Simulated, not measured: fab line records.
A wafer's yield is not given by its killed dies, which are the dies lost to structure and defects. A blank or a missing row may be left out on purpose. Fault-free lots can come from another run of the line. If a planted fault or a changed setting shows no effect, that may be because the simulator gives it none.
A lot that was struck, set against a sound lot	flow gf180mcu	15 steps out of a route of 602
Sound: these wafers, L404.3, L404.5, L404.6. The struck wafers were L395.1, L395.3, L395.4. The cause is named last.
Per side, at each step with rows, come the tool, then ch with its chambers, and then its first start. Under that, the readings that differ: sound wafers	struck wafers	difference of the means	sigmas: that difference in standard deviations of wafers without a fault.
alike: readings whose means differ by less than 2 such deviations, and words and numbers that are the same on both sides. not compared: withheld readings, readings that some wafer has no value for, bounds like >300 that may hide the same value, and numbers for which the record gives no deviation and whose values overlap.
Wherever a step has rows on one side only, a row that says differs or no value, or a row with sigmas, the two part there. Numbers that don't overlap but have no deviation are shown without sigmas and don't part them. Lack of a reading on every wafer of one side parts them only where that side has two or more wafers.

first, 1 step without rows for these wafers: GF_VT_IMPLANT_IMPLANT_30.
GF_VT_IMPLANT_STRIP_31: strips in O2/N2.
  sound on plasma_asher-03 ch 0,1, day 11 11:38; struck on plasma_asher-04 ch 0,1, day 8 14:19
  alike: chamber_pressure_mTorr, drypump_motor_current_A, heater_power_w, oes_product_au, strip_time_to_endpoint_s
  not compared: rf_hours_counter_h
GF_VT_IMPLANT_TW_MEAS_32:
  sound on film_metro-01, day 11 11:43; struck on film_metro-01, day 8 14:25
  alike: VT_IMPLANT_3_TW
then, 7 steps without rows for these wafers: GF_VT_IMPLANT_DEHYDRATE_33 (time 60 s); GF_VT_IMPLANT_HMDS_34 (prime time 60 s); GF_VT_IMPLANT_COAT_35 (resist thk 1000 nm); GF_VT_IMPLANT_SOFTBAKE_36 (time 60 s); GF_VT_IMPLANT_EXPOSE_37 (exposes mask Nwell HV AREA, target cd 860 nm); GF_VT_IMPLANT_PEB_38; GF_VT_IMPLANT_DEVELOP_39 (develop time 60 s).
GF_VT_IMPLANT_OVL_MEAS_40:
  sound on overlay-01, day 12 06:23; struck on overlay-01, day 9 07:01
  alike: VT_IMPLANT_03_OVL
then, 1 step without rows for these wafers: GF_VT_IMPLANT_IMPLANT_41.
GF_VT_IMPLANT_STRIP_42: strips in O2/N2.
  sound on plasma_asher-04 ch 0,1, day 12 06:35; struck on plasma_asher-03 ch 0,1, day 9 07:15
  no value came back on the struck wafers for any of 6 readings (chamber_pressure_mTorr (mTorr), drypump_motor_current_A (A) and others); on the sound wafers chamber_pressure_mTorr (mTorr) reads 1502.2 1501.7 1495.8
reading	sound	struck	difference	sigmas
model.NOVOLAK_of_VT_IMPLANT_COAT_35.thk_nm (nm)	0 0 0	999.2 1001 1000	+1000.1	
  not compared: rf_hours_counter_h
GF_VT_IMPLANT_TW_MEAS_43:
  sound on film_metro-01, day 12 06:41; struck on film_metro-01, day 9 07:21
  alike: VT_IMPLANT_4_TW
-- record jumps: 22 days separate the struck wafers' starts on either side; left off in module VT_IMPLANT, taken up again in module PASSIVATION, whose first shown step is the route's number 602 --
GF_PASSIVATION_PROBE_99:
  only the struck wafers here have rows in the record (prober-01, day 30 19:48); the sound ones have none

WHERE THEY PART
At GF_VT_IMPLANT_STRIP_42 first; at GF_PASSIVATION_PROBE_99 last (within this record only).

WHY: whatever the simulator had introduced
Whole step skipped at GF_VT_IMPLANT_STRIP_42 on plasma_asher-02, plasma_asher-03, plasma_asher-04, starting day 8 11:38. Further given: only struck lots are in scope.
